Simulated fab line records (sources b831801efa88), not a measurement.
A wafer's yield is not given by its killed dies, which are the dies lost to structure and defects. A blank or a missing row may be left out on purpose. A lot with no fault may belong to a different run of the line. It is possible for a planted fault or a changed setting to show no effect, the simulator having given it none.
fab line records	flow sky130
record: lots: 7	wafers: 21	last_day: 49
route steps=708 shown RES_XHIGH@339 SD_N@342
lots that met no fault: from a run of the same line without faults
start_h: hours from the record's first day to the start of the lot's first wafer shown	wait_h: how many hours have passed since the lot's step before this one	" unchanged from the row above	L1.1+2: a single row standing in for several wafers	- value missing, or start not given	* or withheld: withheld	< > ~ a bound
route shown NAME@n: names a module that has steps shown in the file, with the first one's number in the route	usual: average and standard deviation across the fault-free wafers	same: alike in all rows	chamber/n: place in a boat	sites: readings site by site	_std_site: standard deviation of those values	_edge_site: inner sites' mean taken away from outer sites' mean	radius_mm: for every site, how far away it sits from the centre of the wafer	mask NAME#n: copy n	behind: the last tool/chamber to shape the wafer	hold: reason for holding the lot/hours on hold/outcome of the hold	device: the transistor (n, p or np) that didn't switch	end of line: tests of these same wafers at the route's end	a step with no rows: only its recipe	killed: at the first sort, the dies lost to defects and structure; wafer yield is something else	map: dies across one wafer; x = killed, . = not, _ = none there
set.NAME: setting as actually run; set.NAME@STEP: the setting as run at that earlier step	model.NAME: the simulator's own value behind a step, which no gauge read
a table for each step, a row for each wafer; lots at some steps of the route
services: the hour from which a tool's chamber was out of use, counted from the record's first day as start_h (under 0 if before that day), plus the number of hours and why
== steps ==
step: SKY_RES_XHIGH_IMPLANT_07
recipe: species: BF2	energy_kev: 20	dose_cm2: 3.6e+14	tilt_deg: 0
step: SKY_RES_XHIGH_STRIP_08
recipe: chemistry: O2/N2	power_w: 1400	pressure_mtorr: 1500	platen_temp_c: withheld	o2_flow_sccm: 3000	n2_flow_sccm: 300	overash_fraction: 0.5
usual: drypump_motor_current_A: 5.7/0.37	oes_product_au: 0.711/0.0043	strip_time_to_endpoint_s: 14.29/0.04
lot.wafer	tool	chamber	start_h	wait_h	drypump_motor_current_A	oes_product_au	rf_hours_counter_h	strip_time_to_endpoint_s
L422.3	plasma_asher-02	0	686.44	0.1	5.8	0.710	-	14.26
L422.4	"	1	"	"	5.9	0.714	-	14.26
L422.5	"	1	"	"	5.9	0.713	-	14.26
L428.4	plasma_asher-03	1	714.44	0.1	6.1	0.711	-	14.32
L428.5	"	0	"	"	4.8	0.714	-	14.34
L428.6	"	1	"	"	6.1	0.718	-	14.35
L429.2	plasma_asher-02	1	724.29	0.1	5.9	0.713	28	14.37
L429.4	"	0	"	"	5.8	0.718	-	14.35
L429.6	"	1	"	"	5.9	0.714	-	14.37
L430.2	plasma_asher-01	1	733.29	0.1	5.9	0.709	105	14.27
L430.4	"	1	"	"	5.9	0.712	-	14.31
L430.6	"	1	"	"	5.9	0.711	-	14.28
L434.1	plasma_asher-03	1	760.09	0.1	6.1	0.713	94	14.32
L434.3	"	0	"	"	4.9	0.706	-	14.29
L434.5	"	1	"	"	6.1	0.709	-	14.30
L435.1	plasma_asher-01	0	766.34	0.1	5.3	0.709	3	14.24
L435.5	"	1	"	"	5.9	0.710	-	14.23
L435.6	"	0	"	"	5.3	0.703	-	14.17
L436.1	plasma_asher-03	1	770.86	0.1	6.1	0.710	95	14.34
L436.2	"	0	"	"	4.8	0.717	95	14.37
L436.6	"	0	"	"	4.8	0.713	-	14.35
step: SKY_RES_XHIGH_TW_MEAS_09
usual: RES_XHIGH_TW: 1637/8.5
lot.wafer	tool	chamber	start_h	wait_h	RES_XHIGH_TW
L422.3	film_metro-02	-	686.53	0.1	1642
L422.4	"	-	"	"	1637
L422.5	"	-	"	"	1627
L428.4	film_metro-02	-	714.54	0.1	1638
L428.5	"	-	"	"	1628
L428.6	"	-	"	"	1639
L429.2	film_metro-04	-	724.40	0.1	1635
L429.4	"	-	"	"	1636
L429.6	"	-	"	"	1639
L430.2	film_metro-04	-	733.40	0.1	1639
L430.4	"	-	"	"	1642
L430.6	"	-	"	"	1640
L434.1	film_metro-01	-	760.19	0.1	1637
L434.3	"	-	"	"	1656
L434.5	"	-	"	"	1650
L435.1	film_metro-01	-	766.44	0.1	1645
L435.5	"	-	"	"	1637
L435.6	"	-	"	"	1637
L436.1	film_metro-04	-	770.96	0.1	1632
L436.2	"	-	"	"	1635
L436.6	"	-	"	"	1647
step: SKY_SD_N_DEHYDRATE_00
recipe: temp_c: 200	time_s: 60
step: SKY_SD_N_HMDS_01
recipe: prime_time_s: 60	prime_temp_c: 120
step: SKY_SD_N_COAT_02
recipe: resist: NOVOLAK	spin_rpm: 3000	resist_thk_nm: 1140
step: SKY_SD_N_SOFTBAKE_03
recipe: temp_c: 90	time_s: 60	resist: NOVOLAK
step: SKY_SD_N_EXPOSE_04
recipe: mask_id: NSDM	na: 0.6	source_shape: conventional	sigma_outer: 0.6	polarization: unpolarized	target_cd_nm: 380	dose_mj: 141
step: SKY_SD_N_PEB_05
recipe: temp_c: withheld	time_s: *	resist: NOVOLAK
step: SKY_SD_N_DEVELOP_06
recipe: resist: NOVOLAK	developer: TMAH	develop_time_s: 60	dev_temp_c: 23
step: SKY_SD_N_CD_MEAS_07
recipe: target_cd_nm: 380
usual: cd_nm: 380.4/2.7
lot.wafer	tool	chamber	start_h	wait_h	cd_nm
L422.3	cd_sem-02	-	714.00	0.1	380.9
L422.4	"	-	"	"	380.1
L422.5	"	-	"	"	382.0
L428.4	cd_sem-01	-	740.72	0.1	383.6
L428.5	"	-	"	"	380.7
L428.6	"	-	"	"	382.5
L429.2	cd_sem-01	-	751.83	0.1	383.6
L429.4	"	-	"	"	383.3
L429.6	"	-	"	"	382.4
L430.2	cd_sem-01	-	761.16	0.1	382.5
L430.4	"	-	"	"	382.4
L430.6	"	-	"	"	379.9
L434.1	cd_sem-01	-	786.71	0.1	381.2
L434.3	"	-	"	"	382.0
L434.5	"	-	"	"	378.8
L435.1	cd_sem-02	-	792.76	0.1	377.4
L435.5	"	-	"	"	375.3
L435.6	"	-	"	"	378.3
L436.1	cd_sem-01	-	798.02	0.1	383.9
L436.2	"	-	"	"	384.0
L436.6	"	-	"	"	383.4
step: SKY_SD_N_OVL_MEAS_08
usual: SD_N_OVL: 1.0/1.3
lot.wafer	tool	chamber	start_h	wait_h	SD_N_OVL[nm]
L422.3	overlay-01	-	714.09	0.1	-0.4
L422.4	"	-	"	"	-0.2
L422.5	"	-	"	"	1.3
L428.4	overlay-01	-	740.80	0.1	-2.2
L428.5	"	-	"	"	-0.4
L428.6	"	-	"	"	2.1
L429.2	overlay-01	-	751.94	0.1	2.5
L429.4	"	-	"	"	2.6
L429.6	"	-	"	"	1.7
L430.2	overlay-02	-	761.26	0.1	1.8
L430.4	"	-	"	"	0.7
L430.6	"	-	"	"	0.8
L434.1	overlay-02	-	786.83	0.1	0.6
L434.3	"	-	"	"	2.1
L434.5	"	-	"	"	3.3
L435.1	overlay-02	-	792.88	0.1	1.0
L435.5	"	-	"	"	0.4
L435.6	"	-	"	"	1.7
L436.1	overlay-02	-	798.14	0.1	0.9
L436.2	"	-	"	"	0.1
L436.6	"	-	"	"	-0.6
step: SKY_SD_N_IMPLANT_09
recipe: species: As	energy_kev: 50	dose_cm2: 4e+15	tilt_deg: 0
usual: beam_energy_keV: 50.002/0.014	beam_on_s: 20.3/2.2
lot.wafer	tool	chamber	start_h	wait_h	beam_energy_keV	beam_on_s
L422.3	implanter-02	0	714.17	0.1	49.999	18.6
L422.4	"	0	"	"	50.002	19.9
L422.5	"	0	"	"	49.994	19.2
L428.4	implanter-02	-	740.89	0.1	-	-
L428.5	"	-	"	"	-	-
L428.6	"	-	"	"	-	-
L429.2	implanter-04	-	751.99	0.0	-	-
L429.4	"	-	"	"	-	-
L429.6	"	-	"	"	-	-
L430.2	implanter-02	-	761.32	0.0	-	-
L430.4	"	-	"	"	-	-
L430.6	"	-	"	"	-	-
L434.1	implanter-02	0	786.87	0.0	50.014	18.6
L434.3	"	0	"	"	50.015	19.5
L434.5	"	0	"	"	49.995	19.5
L435.1	implanter-04	0	792.92	0.0	50.005	23.6
L435.5	"	0	"	"	50.007	23.1
L435.6	"	0	"	"	50.015	23.8
L436.1	implanter-04	0	798.18	0.0	50.004	22.8
L436.2	"	0	"	"	50.022	22.9
L436.6	"	0	"	"	50.000	23.0
step: SKY_SD_N_IMPLANT_10
recipe: species: P	energy_kev: 20	dose_cm2: 1e+14	tilt_deg: 0
step: SKY_SD_N_STRIP_11
recipe: chemistry: O2/N2	power_w: 1400	pressure_mtorr: 1500	platen_temp_c: withheld	o2_flow_sccm: 3000	n2_flow_sccm: 300	overash_fraction: 0.5
usual: drypump_motor_current_A: 5.6/0.53	oes_product_au: 0.528/0.0047	strip_time_to_endpoint_s: 22.56/0.039
lot.wafer	tool	chamber	start_h	wait_h	drypump_motor_current_A	oes_product_au	rf_hours_counter_h	strip_time_to_endpoint_s
L422.3	plasma_asher-04	1	714.45	0.1	5.0	0.518	-	22.60
L422.4	"	0	"	"	6.2	0.526	-	22.56
L422.5	"	0	"	"	6.2	0.527	-	22.60
L428.4	plasma_asher-04	1	741.15	0.1	5.0	0.724	-	14.15
L428.5	"	1	"	"	5.0	0.719	-	14.19
L428.6	"	0	"	"	6.2	0.715	-	14.19
L429.2	plasma_asher-03	0	752.27	0.1	4.8	0.714	93	14.15
L429.4	"	0	"	"	4.9	0.720	-	14.14
L429.6	"	0	"	"	4.8	0.704	-	14.15
L430.2	plasma_asher-04	1	761.59	0.1	5.0	0.716	63	14.18
L430.4	"	1	"	"	5.0	0.719	-	14.20
L430.6	"	1	"	"	5.0	0.714	-	14.20
L434.1	plasma_asher-04	1	787.17	0.1	5.0	0.527	65	22.54
L434.3	"	1	"	"	5.0	0.523	-	22.53
L434.5	"	0	"	"	6.2	0.516	-	22.56
L435.1	plasma_asher-01	0	793.22	0.1	5.3	0.529	5	22.55
L435.5	"	0	"	"	5.3	0.527	-	22.59
L435.6	"	1	"	"	5.9	0.530	-	22.54
L436.1	plasma_asher-04	0	798.48	0.1	6.2	0.532	67	22.58
L436.2	"	1	"	"	5.0	0.533	67	22.54
L436.6	"	0	"	"	6.2	0.525	-	22.60
step: SKY_SD_N_TW_MEAS_12
usual: SD_N_TW: 3974/18
lot.wafer	tool	chamber	start_h	wait_h	SD_N_TW
L422.3	film_metro-01	-	714.54	0.1	3995
L422.4	"	-	"	"	3990
L422.5	"	-	"	"	3974
L428.4	film_metro-04	-	741.25	0.1	1395
L428.5	"	-	"	"	1387
L428.6	"	-	"	"	1386
L429.2	film_metro-02	-	752.38	0.1	1379
L429.4	"	-	"	"	1381
L429.6	"	-	"	"	1381
L430.2	film_metro-01	-	761.70	0.1	1394
L430.4	"	-	"	"	1390
L430.6	"	-	"	"	1390
L434.1	film_metro-02	-	787.27	0.1	3941
L434.3	"	-	"	"	3948
L434.5	"	-	"	"	3932
L435.1	film_metro-02	-	793.32	0.1	3943
L435.5	"	-	"	"	3968
L435.6	"	-	"	"	3944
L436.1	film_metro-01	-	798.58	0.1	3980
L436.2	"	-	"	"	3975
L436.6	"	-	"	"	3971
step: SKY_SD_N_CLEAN_13
recipe: chemistry: SC1/SC2	mix: 1:4:20	temp_c: 70	time_s: 150	dry: n2_spin
step: SKY_SD_N_RTA_14
recipe: temp_c: 1075	time_s: 2	idle_temp_c: 650	ramp_up_c_per_s: 150	ramp_down_c_per_s: 90	ambient: N2
usual: lamp_power_pct: 15.74/0.051	wafer_temp_C_max: 1077.9/1.3
lot.wafer	tool	chamber	start_h	wait_h	lamp_power_pct	wafer_temp_C_max
L422.3	rtp_anneal-02	0	714.65	0.0	15.74	1077.9
L422.4	"	0	"	"	15.81	1077.7
L422.5	"	0	"	"	15.76	1077.8
L428.4	rtp_anneal-01	0	741.36	0.0	15.71	1078.2
L428.5	"	0	"	"	15.84	1077.6
L428.6	"	0	"	"	15.70	1078.3
L429.2	rtp_anneal-02	0	752.49	0.0	15.82	1080.5
L429.4	"	0	"	"	15.72	1079.5
L429.6	"	0	"	"	15.77	1079.5
L430.2	rtp_anneal-01	0	761.82	0.0	15.76	1078.3
L430.4	"	0	"	"	15.75	1077.2
L430.6	"	0	"	"	15.74	1080.6
L434.1	rtp_anneal-01	0	787.38	0.0	15.84	1078.1
L434.3	"	0	"	"	15.68	1076.7
L434.5	"	0	"	"	15.75	1076.9
L435.1	rtp_anneal-02	0	793.43	0.0	15.66	1076.6
L435.5	"	0	"	"	15.71	1076.7
L435.6	"	0	"	"	15.68	1080.5
L436.1	rtp_anneal-01	0	798.69	0.0	15.59	1076.8
L436.2	"	0	"	"	15.73	1080.1
L436.6	"	0	"	"	15.71	1078.8
step: SKY_SD_N_RS_MEAS_16
recipe: thk_meas_gauge: four-point-probe
usual: SD_N_RS: 68.55/0.12
lot.wafer	tool	chamber	start_h	wait_h	SD_N_RS[ohm/sq]
L422.3	film_metro-04	-	714.84	0.1	68.53
L422.4	"	-	"	"	68.34
L422.5	"	-	"	"	68.37
L428.4	film_metro-02	-	741.57	0.1	439.72
L428.5	"	-	"	"	440.35
L428.6	"	-	"	"	440.43
L429.2	film_metro-02	-	752.68	0.1	440.70
L429.4	"	-	"	"	442.42
L429.6	"	-	"	"	441.86
L430.2	film_metro-04	-	762.01	0.1	441.00
L430.4	"	-	"	"	440.38
L430.6	"	-	"	"	441.27
L434.1	film_metro-04	-	787.55	0.1	68.57
L434.3	"	-	"	"	68.49
L434.5	"	-	"	"	68.56
L435.1	film_metro-01	-	793.60	0.1	68.68
L435.5	"	-	"	"	68.64
L435.6	"	-	"	"	68.75
L436.1	film_metro-01	-	798.86	0.1	68.68
L436.2	"	-	"	"	68.78
L436.6	"	-	"	"	68.57
== services ==
tool	chamber	start_h	hours	kind
plasma_asher-04	-	667.72	1.7	repair
implanter-04	-	683.55	4.2	pm
plasma_asher-01	-	733.75	9.0	pm
plasma_asher-01	0	733.75	9.0	vent_cycle
plasma_asher-01	1	733.75	9.0	vent_cycle
plasma_asher-03	-	740.91	4.3	pm
plasma_asher-01	0	742.75	-	clean
plasma_asher-01	1	742.75	-	clean
plasma_asher-02	-	751.96	3.3	repair
implanter-02	-	754.97	3.0	repair
plasma_asher-03	-	790.82	15.6	pm
== key ==
first_sign: step: SKY_SD_N_IMPLANT_09	reading: tool_record	direction: missing
effect: step: SKY_SD_N_STRIP_11	reading: strip_time_to_endpoint_s	direction: down	sigmas: 99+	usual: *	struck: *
effect: step: SKY_SD_N_TW_MEAS_12	reading: SD_N_TW	direction: down	sigmas: 99+	usual: 3974	struck: 1387
effect: step: SKY_SD_N_RS_MEAS_16	reading: SD_N_RS	direction: up	sigmas: 99+	usual: 68.55	struck: 440.90
met_at SKY_SD_N_IMPLANT_09
struck_wafers L428.4,L428.5,L428.6,L429.2,L429.4,L429.6,L430.2,L430.4,L430.6
later_rows_left_out L428.4,L428.5,L428.6,L429.2,L429.4,L429.6,L430.2,L430.4,L430.6
sort_left_out L428.4,L428.5,L428.6,L429.2,L429.4,L429.6,L430.2,L430.4,L430.6
tester_left_out L428,L429,L430
onset_between 714.17 740.89
fault: kind: skipped_step_whole	tool: implanter-02,implanter-04	chamber: -	onset_h: 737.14	steps: SKY_SD_N_IMPLANT_09	scope: struck_lots_only
tester_left_out: of these lots the tester's yield and bins aren't shown, on N5 and GAA mostly nor the transistor test; their killed dies are dies lost to structure and defects alone, not to doping, threshold or leakage, so they don't give the yield
sort_left_out: the simulated sort isn't trusted on such a fault, so these wafers' sort isn't shown, and their yield isn't known
later_rows_left_out: the simulator's readings of these wafers behind a module that went badly wrong aren't trusted and aren't shown, but for the sort
